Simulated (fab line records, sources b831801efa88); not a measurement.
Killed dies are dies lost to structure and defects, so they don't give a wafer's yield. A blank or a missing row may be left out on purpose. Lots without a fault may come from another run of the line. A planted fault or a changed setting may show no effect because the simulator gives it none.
Split-lot experiment | flow sfq_line | 5 lots, 23 wafers read, on a route of 325 steps

THE SPLIT
At SFQ_TRILAYER_M7_DEP_SPUTTER_175 (material Nb, target thk 200 nm, time 133.3 s), the setting time_s was moved away from the recipe's 133.3 s on 7 of the 23 wafers read, by -10.6% to +14.7%. The other wafers ran this setting at the recipe's value.

FROM THE SPLIT TO THE READING: what the file shows between them, 1 step
- SFQ_M7_RS_MEAS_943: measures by four-point-probe

THE READING
oes_product_au, in a.u., at SFQ_TRILAYER_M7_ETCH_METAL_ETCH_180 (etches Nb in Cl2/Ar, stops on SiO2, target depth 240 nm, time 120 s). Fault-free wafers of this fab line usually give 0.896 a.u., standard deviation 0.0066 a.u..

wafer  | tool, chamber at the split | time_s as run, s | against the recipe | oes_product_au, a.u. | against lot-mates on the recipe
L074.3 | pvd_sputter-06, -          | 133.3            | recipe             | 0.901                | -
L074.4 | pvd_sputter-06, -          | 133.3            | recipe             | 0.888                | -
L074.5 | pvd_sputter-06, -          | 133.3            | recipe             | 0.886                | -
L078.1 | pvd_sputter-03, -          | 133.3            | recipe             | 0.889                | -
L078.2 | pvd_sputter-03, -          | 127.2            | -4.6%              | 0.872                | -0.023
L078.4 | pvd_sputter-03, -          | 127.2            | -4.6%              | 0.874                | -0.021
L078.5 | pvd_sputter-03, -          | 133.3            | recipe             | 0.897                | -
L078.6 | pvd_sputter-03, -          | 133.3            | recipe             | 0.899                | -
L079.1 | pvd_sputter-06, -          | 119.2            | -10.6%             | 0.850                | -0.053
L079.2 | pvd_sputter-06, -          | 133.3            | recipe             | 0.903                | -
L079.3 | pvd_sputter-06, -          | 119.2            | -10.6%             | 0.843                | -0.060
L079.4 | pvd_sputter-06, -          | 119.2            | -10.6%             | 0.842                | -0.061
L079.6 | pvd_sputter-06, -          | 133.3            | recipe             | 0.904                | -
L083.1 | pvd_sputter-04, -          | 133.3            | recipe             | 0.901                | -
L083.2 | pvd_sputter-04, -          | 133.3            | recipe             | 0.891                | -
L083.4 | pvd_sputter-04, -          | 133.3            | recipe             | 0.890                | -
L083.5 | pvd_sputter-04, -          | 133.3            | recipe             | 0.900                | -
L083.6 | pvd_sputter-04, -          | 133.3            | recipe             | 0.897                | -
L084.1 | pvd_sputter-06, -          | 152.9            | +14.7%             | 0.970                | +0.077
L084.2 | pvd_sputter-06, -          | 133.3            | recipe             | 0.896                | -
L084.3 | pvd_sputter-06, -          | 133.3            | recipe             | 0.897                | -
L084.4 | pvd_sputter-06, -          | 133.3            | recipe             | 0.887                | -
L084.5 | pvd_sputter-06, -          | 152.9            | +14.7%             | 0.965                | +0.072

THE FIT
A straight line over all 23 wafers: oes_product_au changes by +0.00485 a.u. for each +1% of time_s; r = +0.98; the points scatter about the line by 0.0053 a.u..
The same after taking each lot's own level away (the mean of its wafers on the recipe; 23 wafers): +0.00523 a.u. for each +1%; r = +0.99; scatter 0.0046 a.u..
On that fit, the largest move of time_s shifts the reading by 0.077 a.u..
The lots' own levels span 0.8917 to 0.9035 a.u., that is 1.8 times the standard deviation above.
So the lot-to-lot level changes the slope little: the two slopes agree.
Check: with one of the wafers moved furthest among these (+14.7%) left out of the fit, the line predicts +0.0762 a.u. for it against its lot-mates. It came out at +0.0767 a.u. against them.

OTHER SPLITS ON THESE WAFERS
These wafers also went through other splits before the reading. Each is held against what the fit with the lots' levels taken away leaves over:
other split on the same wafers                 | wafers away from the commonest value | r with oes_product_au (lot level and that fit taken away)
SFQ_TRILAYER_M5_BARC_OPEN_METAL_ETCH_161 icp_w | 11                                   | +0.03
SFQ_TRILAYER_C5_LITHO_COAT_151 resist_thk_nm   | 7                                    | +0.20
SFQ_TRILAYER_C5_BARC_OPEN_VIA_ETCH_210 time_s  | 8                                    | -0.23
SFQ_TRILAYER_M6_LITHO_COAT_164 resist_thk_nm   | 7                                    | +0.06
SFQ_TRILAYER_M6_ETCH_METAL_ETCH_162 time_s     | 7                                    | +0.13
SFQ_TRILAYER_I6_VIA_LITHO_EXPOSE_170 dose_mj   | 10                                   | -0.36

THE WHOLE CHAIN: every reading that the file lists as answering this split, in the file's order
step                                | what it does                                                        | reading                                                                                   | change (the file's fit)                  | r (the file's)
SFQ_TRILAYER_M7_DEP_SPUTTER_175     | material Nb, target thk 200 nm, time 133.3 s                        | Nb_of_TRILAYER_M7_DEP_SPUTTER_175.thk_nm (the simulator's own value, which no gauge read) | +2.04 nm for each +1% of the setting     | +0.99
SFQ_M7_RS_MEAS_943                  | measures by four-point-probe                                        | M7_NB_RS                                                                                  | -0.00872 for each +1% of the setting     | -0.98
SFQ_TRILAYER_M7_ETCH_METAL_ETCH_180 | etches Nb in Cl2/Ar, stops on SiO2, target depth 240 nm, time 120 s | oes_product_au                                                                            | +0.0052 a.u. for each +1% of the setting | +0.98

THE FILE'S OWN FIT
oes_product_au changes by +0.0052 a.u. for each +1% of time_s, r = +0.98.
